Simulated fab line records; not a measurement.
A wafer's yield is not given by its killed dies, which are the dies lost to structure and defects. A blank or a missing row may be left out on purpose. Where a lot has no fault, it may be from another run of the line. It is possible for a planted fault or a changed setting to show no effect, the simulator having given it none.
fab line records	flow sky130
[record] lots = 24	wafers = 72	lastDay = 50
route steps=708 shown VIA2@527 METAL3@563 VIA3@575 METAL4@630 METAL5@666
lots that met no fault: from a run of the same line without faults
startH: the number of hours between the record's first day and the start of the first shown wafer of the lot	waitH: time in hours since the lot's previous step	" identical to the entry in the row above	L1.1+2: a row that stands for several wafers	- no value, or no start given	* or withheld: withheld	< > ~ a bound
route shown NAME@n: NAME is a module with steps in the file, n the number in the route of the first one	usual: mean and standard deviation over wafers with no fault	same: alike in all rows	chamber/n: place in a boat	sites: readings site by site	_std_site: the standard deviation of these	_edge_site: the outer-site mean with the inner-site mean subtracted	radiusMm: for every site, how far away it sits from the centre of the wafer	mask NAME#n: copy n	behind: the tool/chamber that last shaped the wafer	hold: reason for holding the lot/hours on hold/outcome of the hold	device: whichever transistor did not switch (one of n, p or np)	end of line: the tests these same wafers got at the end of their route	a step without rows: its recipe alone	killed: not the wafer's yield, but the dies lost to structure and defects at the first sort	map: a wafer's dies, marking killed ones x, the rest . and places with no die _
set.NAME: the setting the step ran with; set.NAME@STEP: the setting that earlier step ran with	model.NAME: the simulator's own value behind a step, which no gauge read
route steps across a sampled set of lots; one table per step, one row per wafer
services: a tool's chamber out of use, with start hour (startH, from the record's first day; less than 0 if before it), hours out, and reason
[[steps]]
[step SKY_VIA2_SPUTTER_20]
[recipe] material = TiN	targetThkNm = 20	chamberPressurePa = 5	powerW = 4000	timeS = 80
[usual] throttleValvePct = 30.2/0.93
lot.wafer	tool	chamber	startH	waitH	throttleValvePct
L075.2	pvdSputter-03	-	867.13	0.0	31.7
L075.5	"	-	"	"	29.9
L075.6	"	-	"	"	31.7
L077.2	pvdSputter-03	-	884.12	0.0	31.8
L077.3	"	-	"	"	29.8
L077.5	"	-	"	"	30.4
L074.3	pvdSputter-01	-	884.97	0.0	29.3
L074.4	"	-	"	"	29.4
L074.5	"	-	"	"	31.3
L076.2	pvdSputter-04	-	885.31	0.0	30.2
L076.3	"	-	"	"	30.8
L076.6	"	-	"	"	30.9
L078.1	pvdSputter-03	-	886.25	0.0	28.5
L078.3	"	-	"	"	31.6
L078.5	"	-	"	"	28.4
L079.2	pvdSputter-03	-	889.72	0.0	28.5
L079.3	"	-	"	"	31.5
L079.4	"	-	"	"	30.0
L080.1	pvdSputter-04	-	894.81	0.0	29.8
L080.3	"	-	"	"	30.3
L080.6	"	-	"	"	30.6
L081.3	pvdSputter-01	-	902.20	0.0	29.4
L081.4	"	-	"	"	28.8
L081.6	"	-	"	"	29.1
L082.1	pvdSputter-03	-	914.27	0.0	28.7
L082.2	"	-	"	"	29.9
L082.5	"	-	"	"	31.6
L084.2	pvdSputter-04	-	924.71	0.0	30.8
L084.4	"	-	"	"	30.3
L084.6	"	-	"	"	30.5
L083.3	pvdSputter-03	-	925.68	0.0	30.1
L083.4	"	-	"	"	28.6
L083.6	"	-	"	"	30.2
L085.2	pvdSputter-01	-	928.16	0.0	29.2
L085.3	"	-	"	"	29.2
L085.6	"	-	"	"	29.2
L086.2	pvdSputter-03	-	950.73	0.0	31.8
L086.4	"	-	"	"	30.3
L086.6	"	-	"	"	31.4
L088.1	pvdSputter-01	-	967.61	0.0	29.5
L088.2	"	-	"	"	31.3
L088.3	"	-	"	"	29.2
L087.1	pvdSputter-01	-	973.56	0.0	28.9
L087.2	"	-	"	"	29.3
L087.4	"	-	"	"	29.2
L090.1	pvdSputter-01	-	978.95	0.0	29.6
L090.3	"	-	"	"	29.4
L090.5	"	-	"	"	31.4
L089.2	pvdSputter-04	-	980.51	0.0	30.3
L089.4	"	-	"	"	29.9
L089.6	"	-	"	"	30.1
L092.1	pvdSputter-03	-	986.57	0.0	30.3
L092.3	"	-	"	"	29.7
L092.4	"	-	"	"	31.8
L091.1	pvdSputter-03	-	989.40	0.0	30.4
L091.2	"	-	"	"	28.4
L091.4	"	-	"	"	29.7
L093.1	pvdSputter-03	-	994.00	0.0	30.2
L093.3	"	-	"	"	28.8
L093.6	"	-	"	"	30.5
L094.2	pvdSputter-04	-	1000.60	0.0	30.2
L094.3	"	-	"	"	30.0
L094.6	"	-	"	"	30.1
L095.3	pvdSputter-04	-	1010.77	0.0	30.8
L095.4	"	-	"	"	30.0
L095.5	"	-	"	"	30.6
L096.1	pvdSputter-04	-	1015.45	0.0	31.0
L096.2	"	-	"	"	30.0
L096.5	"	-	"	"	29.9
L097.1	pvdSputter-01	-	1019.81	0.0	31.2
L097.2	"	-	"	"	29.1
L097.6	"	-	"	"	29.4
[step SKY_METAL3_CD_MEAS_13]
[recipe] targetCdNm = 300
[usual] cdNm = 300.0/1.4
lot.wafer	tool	chamber	startH	waitH	cdNm
L075.2	cdSem-02	-	919.51	-	301.2
L075.5	"	-	"	"	302.6
L075.6	"	-	"	"	302.7
L077.2	cdSem-01	-	934.92	-	301.5
L077.3	"	-	"	"	301.3
L077.5	"	-	"	"	301.5
L074.3	cdSem-01	-	936.56	-	300.1
L074.4	"	-	"	"	298.5
L074.5	"	-	"	"	299.6
L076.2	cdSem-01	-	937.02	-	301.4
L076.3	"	-	"	"	301.3
L076.6	"	-	"	"	300.6
L078.1	cdSem-02	-	938.67	-	299.5
L078.3	"	-	"	"	300.4
L078.5	"	-	"	"	300.6
L079.2	cdSem-02	-	940.47	-	299.9
L079.3	"	-	"	"	301.5
L079.4	"	-	"	"	300.5
L080.1	cdSem-01	-	945.69	-	300.2
L080.3	"	-	"	"	299.3
L080.6	"	-	"	"	298.4
L081.3	cdSem-01	-	953.89	-	301.2
L081.4	"	-	"	"	301.3
L081.6	"	-	"	"	300.7
L082.1	cdSem-02	-	964.69	-	299.7
L082.2	"	-	"	"	299.6
L082.5	"	-	"	"	298.9
L084.2	cdSem-02	-	975.02	-	300.3
L084.4	"	-	"	"	300.2
L084.6	"	-	"	"	300.6
L083.3	cdSem-02	-	975.93	-	300.9
L083.4	"	-	"	"	300.4
L083.6	"	-	"	"	300.9
L085.2	cdSem-02	-	978.14	-	298.5
L085.3	"	-	"	"	299.7
L085.6	"	-	"	"	299.4
L086.2	cdSem-02	-	1000.46	-	296.9
L086.4	"	-	"	"	298.6
L086.6	"	-	"	"	299.7
L088.1	cdSem-02	-	1016.14	-	300.9
L088.2	"	-	"	"	301.0
L088.3	"	-	"	"	302.1
L087.1	cdSem-02	-	1021.95	-	301.2
L087.2	"	-	"	"	297.6
L087.4	"	-	"	"	298.6
L090.1	cdSem-02	-	1027.52	-	298.1
L090.3	"	-	"	"	298.0
L090.5	"	-	"	"	298.5
L089.2	cdSem-01	-	1029.34	-	302.1
L089.4	"	-	"	"	303.4
L089.6	"	-	"	"	301.3
L092.1	cdSem-02	-	1034.24	-	300.6
L092.3	"	-	"	"	301.5
L092.4	"	-	"	"	300.5
L091.1	cdSem-01	-	1037.52	-	300.2
L091.2	"	-	"	"	300.1
L091.4	"	-	"	"	299.8
L093.1	cdSem-01	-	1041.00	-	298.0
L093.3	"	-	"	"	299.5
L093.6	"	-	"	"	299.1
L094.2	cdSem-02	-	1048.79	-	299.6
L094.3	"	-	"	"	299.3
L094.6	"	-	"	"	301.2
L095.3	cdSem-02	-	1057.43	-	301.5
L095.4	"	-	"	"	300.6
L095.5	"	-	"	"	301.7
L096.1	cdSem-02	-	1063.12	-	297.0
L096.2	"	-	"	"	297.8
L096.5	"	-	"	"	298.5
L097.1	cdSem-02	-	1068.07	-	298.5
L097.2	"	-	"	"	298.2
L097.6	"	-	"	"	298.2
[step SKY_VIA3_CMP_02]
[recipe] material = SiO2	downForcePsi = 4	platenRpm = 60	padVelocityMS = 0.94248
[usual] edgeZonePressureFrac = 1.000/0.0049	motorCurrentA = 12.5/1.4
lot.wafer	tool	chamber	startH	waitH	edgeZonePressureFrac	motorCurrentA
L075.2	cmp-01	0	920.96	0.2	1.000	12.4
L075.6	"	1	"	"	0.998	14.6
L075.5	"	2	"	"	1.009	12.6
L077.3	cmp-02	3	936.25	0.1	1.004	10.2
L077.2	"	1	"	"	1.013	12.9
L077.5	"	3	"	"	1.002	10.3
L074.3	cmp-02	0	937.92	0.1	0.995	11.7
L074.4	"	1	"	"	0.999	12.6
L074.5	"	3	"	"	1.007	10.3
L076.3	cmp-02	2	938.41	0.1	0.992	13.7
L076.2	"	3	"	"	1.000	10.7
L076.6	"	1	"	"	1.003	13.4
L078.1	cmp-01	3	940.03	0.1	0.992	12.6
L078.3	"	0	"	"	1.003	12.0
L078.5	"	3	"	"	1.005	11.9
L079.2	cmp-02	2	941.75	0.0	0.987	14.6
L079.4	"	3	"	"	0.996	10.2
L079.3	"	0	"	"	1.007	10.0
L080.1	cmp-01	2	946.99	0.1	0.999	12.8
L080.3	"	0	"	"	0.997	13.4
L080.6	"	3	"	"	1.002	12.4
L081.3	cmp-02	0	955.25	0.1	0.999	11.0
L081.4	"	1	"	"	1.001	12.6
L081.6	"	2	"	"	0.991	13.8
L082.2	cmp-02	2	966.34	0.0	0.999	14.5
L082.1	"	0	"	"	0.997	11.1
L082.5	"	2	"	"	1.003	15.2
L084.2	cmp-01	0	976.31	0.0	0.994	12.7
L084.4	"	3	"	"	1.002	12.4
L084.6	"	0	"	"	0.995	12.5
L083.4	cmp-02	1	977.25	0.1	1.004	12.8
L083.3	"	3	"	"	0.999	10.2
L083.6	"	0	"	"	0.991	10.8
L085.3	cmp-02	2	979.56	0.1	0.998	13.9
L085.2	"	3	"	"	1.004	10.3
L085.6	"	0	"	"	0.999	10.8
L086.2	cmp-02	3	1001.98	0.1	1.000	9.9
L086.4	"	1	"	"	1.003	12.2
L086.6	"	2	"	"	1.009	13.9
L088.3	cmp-01	0	1017.52	0.0	0.999	12.5
L088.2	"	1	"	"	0.999	14.2
L088.1	"	3	"	"	1.004	12.9
L087.1	cmp-02	2	1023.29	0.1	1.000	14.5
L087.2	"	0	"	"	1.005	10.6
L087.4	"	1	"	"	0.998	12.6
L090.1	cmp-02	3	1029.00	0.1	0.997	10.7
L090.3	"	0	"	"	1.000	10.4
L090.5	"	2	"	"	1.005	14.2
L089.2	cmp-01	0	1030.80	0.0	1.000	12.3
L089.4	"	1	"	"	1.005	14.1
L089.6	"	0	"	"	1.000	12.9
L092.4	cmp-01	0	1035.72	0.0	1.002	12.3
L092.3	"	2	"	"	1.007	12.9
L092.1	"	3	"	"	0.981	12.8
L091.2	cmp-01	2	1039.45	0.1	1.004	12.5
L091.4	"	3	"	"	1.003	13.0
L091.1	"	1	"	"	1.008	14.2
L093.1	cmp-01	3	1042.78	0.1	1.005	12.6
L093.3	"	2	"	"	1.002	12.8
L093.6	"	0	"	"	1.007	12.3
L094.2	cmp-01	1	1050.22	0.1	1.002	14.6
L094.3	"	2	"	"	1.007	12.5
L094.6	"	0	"	"	0.997	13.1
L095.4	cmp-01	2	1058.80	0.0	0.998	11.9
L095.3	"	0	"	"	1.007	13.4
L095.5	"	2	"	"	0.993	12.2
L096.1	cmp-02	3	1064.94	0.1	0.991	10.6
L096.2	"	1	"	"	1.001	12.6
L096.5	"	0	"	"	0.994	11.2
L097.1	cmp-01	2	1069.47	0.1	1.007	12.7
L097.2	"	3	"	"	0.990	12.7
L097.6	"	3	"	"	0.994	12.4
[step SKY_VIA3_RS_MEAS_22]
[recipe] thkMeasGauge = four-point-probe	reads = W_of_VIA3_CVD_21+TiN_of_VIA3_SPUTTER_20
[usual] VIA3_W_RS = 0.289/0.0034
lot.wafer	tool	chamber	startH	waitH	VIA3_W_RS[ohm/sq]
L075.2	filmMetro-04	-	947.13	0.1	0.297
L075.5	"	-	"	"	0.291
L075.6	"	-	"	"	0.289
L077.2	filmMetro-01	-	962.51	0.1	0.293
L077.3	"	-	"	"	0.289
L077.5	"	-	"	"	0.291
L074.3	filmMetro-01	-	963.35	0.1	0.286
L074.4	"	-	"	"	0.288
L074.5	"	-	"	"	0.289
L076.2	filmMetro-01	-	964.45	0.1	0.289
L076.3	"	-	"	"	0.292
L076.6	"	-	"	"	0.288
L078.1	filmMetro-02	-	965.95	0.1	0.290
L078.3	"	-	"	"	0.293
L078.5	"	-	"	"	0.293
L079.2	filmMetro-04	-	966.97	0.1	0.290
L079.3	"	-	"	"	0.289
L079.4	"	-	"	"	0.291
L080.1	filmMetro-04	-	972.78	0.1	0.286
L080.3	"	-	"	"	0.288
L080.6	"	-	"	"	0.290
L081.3	filmMetro-02	-	980.87	0.1	0.292
L081.4	"	-	"	"	0.290
L081.6	"	-	"	"	0.289
L082.1	filmMetro-01	-	992.06	0.1	0.296
L082.2	"	-	"	"	0.290
L082.5	"	-	"	"	0.292
L084.2	filmMetro-04	-	1001.11	0.1	0.292
L084.4	"	-	"	"	0.292
L084.6	"	-	"	"	0.292
L083.3	filmMetro-01	-	1002.28	0.1	0.286
L083.4	"	-	"	"	0.292
L083.6	"	-	"	"	0.286
L085.2	filmMetro-01	-	1004.38	0.1	0.289
L085.3	"	-	"	"	0.293
L085.6	"	-	"	"	0.290
L086.2	filmMetro-04	-	1026.23	0.1	0.293
L086.4	"	-	"	"	0.289
L086.6	"	-	"	"	0.290
L088.1	filmMetro-01	-	1041.58	0.1	0.287
L088.2	"	-	"	"	0.289
L088.3	"	-	"	"	0.293
L087.1	filmMetro-04	-	1047.83	0.1	0.295
L087.2	"	-	"	"	0.288
L087.4	"	-	"	"	0.293
L090.1	filmMetro-04	-	1052.89	0.1	0.290
L090.3	"	-	"	"	0.285
L090.5	"	-	"	"	0.288
L089.2	filmMetro-04	-	1055.42	0.1	0.286
L089.4	"	-	"	"	0.288
L089.6	"	-	"	"	0.284
L092.1	filmMetro-01	-	1059.05	0.1	0.295
L092.3	"	-	"	"	0.293
L092.4	"	-	"	"	0.287
L091.1	filmMetro-01	-	1063.67	0.1	0.289
L091.2	"	-	"	"	0.292
L091.4	"	-	"	"	0.289
L093.1	filmMetro-01	-	1066.59	0.1	0.282
L093.3	"	-	"	"	0.292
L093.6	"	-	"	"	0.293
L094.2	filmMetro-04	-	1074.01	0.1	0.282
L094.3	"	-	"	"	0.296
L094.6	"	-	"	"	0.293
L095.3	filmMetro-04	-	1082.63	0.1	0.291
L095.4	"	-	"	"	0.281
L095.5	"	-	"	"	0.284
L096.1	filmMetro-01	-	1088.99	0.1	0.296
L096.2	"	-	"	"	0.290
L096.5	"	-	"	"	0.292
L097.1	filmMetro-01	-	1092.98	0.1	0.287
L097.2	"	-	"	"	0.282
L097.6	"	-	"	"	0.285
[step SKY_METAL4_OVL_MEAS_14]
[usual] METAL4_OVL = 1/5.5
lot.wafer	tool	chamber	startH	waitH	METAL4_OVL[nm]
L075.2	overlay-01	-	996.27	0.1	-8
L075.5	"	-	"	"	-7
L075.6	"	-	"	"	-5
L077.2	overlay-02	-	1011.87	0.1	4
L077.3	"	-	"	"	9
L077.5	"	-	"	"	2
L074.3	overlay-01	-	1012.29	0.1	10
L074.4	"	-	"	"	5
L074.5	"	-	"	"	1
L076.2	overlay-02	-	1013.44	0.1	-6
L076.3	"	-	"	"	0
L076.6	"	-	"	"	-1
L078.1	overlay-01	-	1014.56	0.1	-5
L078.3	"	-	"	"	-4
L078.5	"	-	"	"	-3
L079.2	overlay-02	-	1015.27	0.1	-1
L079.3	"	-	"	"	0
L079.4	"	-	"	"	3
L080.1	overlay-02	-	1021.91	0.1	6
L080.3	"	-	"	"	1
L080.6	"	-	"	"	0
L081.3	overlay-01	-	1029.62	0.1	5
L081.4	"	-	"	"	1
L081.6	"	-	"	"	1
L082.1	overlay-02	-	1039.61	0.1	4
L082.2	"	-	"	"	0
L082.5	"	-	"	"	-3
L084.2	overlay-01	-	1047.98	0.1	3
L084.4	"	-	"	"	6
L084.6	"	-	"	"	-1
L083.3	overlay-01	-	1049.89	0.1	1
L083.4	"	-	"	"	-4
L083.6	"	-	"	"	-6
L085.2	overlay-01	-	1051.64	0.1	2
L085.3	"	-	"	"	6
L085.6	"	-	"	"	2
L086.2	overlay-01	-	1072.57	0.1	-4
L086.4	"	-	"	"	-9
L086.6	"	-	"	"	0
L088.1	overlay-01	-	1088.22	0.1	-4
L088.2	"	-	"	"	-4
L088.3	"	-	"	"	-4
L087.1	overlay-02	-	1092.41	0.1	-1
L087.2	"	-	"	"	-4
L087.4	"	-	"	"	-2
L090.1	overlay-02	-	1099.02	0.1	-8
L090.3	"	-	"	"	-5
L090.5	"	-	"	"	-8
L089.2	overlay-02	-	1101.62	0.1	-2
L089.4	"	-	"	"	3
L089.6	"	-	"	"	1
L092.1	overlay-01	-	1104.01	0.1	3
L092.3	"	-	"	"	8
L092.4	"	-	"	"	-1
L091.1	overlay-01	-	1108.97	0.1	-4
L091.2	"	-	"	"	-7
L091.4	"	-	"	"	-5
L093.1	overlay-01	-	1109.92	0.1	1
L093.3	"	-	"	"	1
L093.6	"	-	"	"	-10
L094.2	overlay-01	-	1117.87	0.1	10
L094.3	"	-	"	"	7
L094.6	"	-	"	"	6
L095.3	overlay-02	-	1125.40	0.1	7
L095.4	"	-	"	"	1
L095.5	"	-	"	"	2
L096.1	overlay-01	-	1131.77	0.1	2
L096.2	"	-	"	"	3
L096.5	"	-	"	"	-1
L097.1	overlay-02	-	1134.32	0.1	6
L097.2	"	-	"	"	9
L097.6	"	-	"	"	10
[step SKY_METAL5_RS_MEAS_05]
[recipe] thkMeasGauge = four-point-probe	reads = TiN_of_METAL5_SPUTTER_04+Ti_of_METAL5_SPUTTER_03+AlCu_of_METAL5_SPUTTER_02+TiN_of_METAL5_SPUTTER_01+Ti_of_METAL5_SPUTTER_00
[usual] METAL5_ALCU_RS = 0.0270/0.00043
lot.wafer	tool	chamber	startH	waitH	METAL5_ALCU_RS[ohm/sq]
L075.2	filmMetro-03	-	1023.02	0.0	0.0276
L075.5	"	-	"	"	0.0273
L075.6	"	-	"	"	0.0278
L077.2	filmMetro-03	-	1038.32	0.0	0.0273
L077.3	"	-	"	"	0.0279
L077.5	"	-	"	"	0.0271
L074.3	filmMetro-04	-	1038.44	0.1	0.0268
L074.4	"	-	"	"	0.0271
L074.5	"	-	"	"	0.0272
L076.2	filmMetro-04	-	1039.63	0.0	0.0265
L076.3	"	-	"	"	0.0267
L076.6	"	-	"	"	0.0268
L078.1	filmMetro-04	-	1040.71	0.0	0.0268
L078.3	"	-	"	"	0.0262
L078.5	"	-	"	"	0.0264
L079.2	filmMetro-04	-	1041.41	0.0	0.0266
L079.3	"	-	"	"	0.0270
L079.4	"	-	"	"	0.0275
L080.1	filmMetro-03	-	1048.11	0.0	0.0267
L080.3	"	-	"	"	0.0262
L080.6	"	-	"	"	0.0265
L081.3	filmMetro-04	-	1056.18	0.1	0.0266
L081.4	"	-	"	"	0.0265
L081.6	"	-	"	"	0.0267
L082.1	filmMetro-03	-	1066.48	0.0	0.0275
L082.2	"	-	"	"	0.0271
L082.5	"	-	"	"	0.0274
L084.2	filmMetro-04	-	1073.37	0.0	0.0269
L084.4	"	-	"	"	0.0271
L084.6	"	-	"	"	0.0267
L083.3	filmMetro-04	-	1075.45	0.1	0.0265
L083.4	"	-	"	"	0.0272
L083.6	"	-	"	"	0.0268
L085.2	filmMetro-03	-	1077.22	0.0	0.0271
L085.3	"	-	"	"	0.0273
L085.6	"	-	"	"	0.0273
L086.2	filmMetro-04	-	1098.11	0.0	0.0275
L086.4	"	-	"	"	0.0274
L086.6	"	-	"	"	0.0277
L088.1	filmMetro-03	-	1111.79	0.0	0.0266
L088.2	"	-	"	"	0.0262
L088.3	"	-	"	"	0.0266
L087.1	filmMetro-03	-	1116.41	0.0	0.0270
L087.2	"	-	"	"	0.0272
L087.4	"	-	"	"	0.0272
L090.1	filmMetro-04	-	1122.91	0.0	0.0273
L090.3	"	-	"	"	0.0272
L090.5	"	-	"	"	0.0272
L089.2	filmMetro-02	-	1125.09	0.0	0.0263
L089.4	"	-	"	"	0.0267
L089.6	"	-	"	"	0.0269
L092.1	filmMetro-02	-	1126.34	0.0	0.0269
L092.3	"	-	"	"	0.0266
L092.4	"	-	"	"	0.0267
L091.1	filmMetro-02	-	1131.63	0.0	0.0271
L091.2	"	-	"	"	0.0275
L091.4	"	-	"	"	0.0266
L093.1	filmMetro-03	-	1132.73	0.0	0.0270
L093.3	"	-	"	"	0.0273
L093.6	"	-	"	"	0.0267
L094.2	filmMetro-03	-	1141.25	0.0	0.0278
L094.3	"	-	"	"	0.0276
L094.6	"	-	"	"	0.0276
L095.3	filmMetro-03	-	1147.80	0.1	0.0263
L095.4	"	-	"	"	0.0268
L095.5	"	-	"	"	0.0262
L096.1	filmMetro-04	-	1153.01	0.0	0.0259
L096.2	"	-	"	"	0.0266
L096.5	"	-	"	"	0.0265
L097.1	filmMetro-03	-	1155.80	0.0	0.0269
L097.2	"	-	"	"	0.0269
L097.6	"	-	"	"	0.0268
[[services]]
tool	chamber	startH	hours	kind
cmp-01	-	851.39	2.0	repair
cmp-02	-	877.33	2.5	pm
cmp-02	-	880.20	1.4	repair
cmp-01	-	912.03	4.0	pm
pvdSputter-01	-	912.62	1.7	repair
cmp-01	-	916.03	-	consumableReplace:conditioner
cmp-01	-	916.03	-	consumableReplace:pad
pvdSputter-01	-	921.11	1.2	repair
cmp-02	-	922.39	1.6	repair
cmp-02	-	972.86	1.5	repair
cmp-01	-	987.77	7.2	pm
pvdSputter-04	3	998.24	-	consumableReplace:kit
pvdSputter-04	3	998.24	18.0	scheduledDown
pvdSputter-04	3	998.24	18.0	ventCycle
pvdSputter-01	2	1026.85	-	consumableReplace:kit
pvdSputter-01	2	1026.85	18.0	scheduledDown
pvdSputter-01	2	1026.85	18.0	ventCycle
pvdSputter-03	1	1041.39	-	consumableReplace:kit
pvdSputter-03	1	1041.39	18.0	scheduledDown
pvdSputter-03	1	1041.39	18.0	ventCycle
[[key]]
fault none
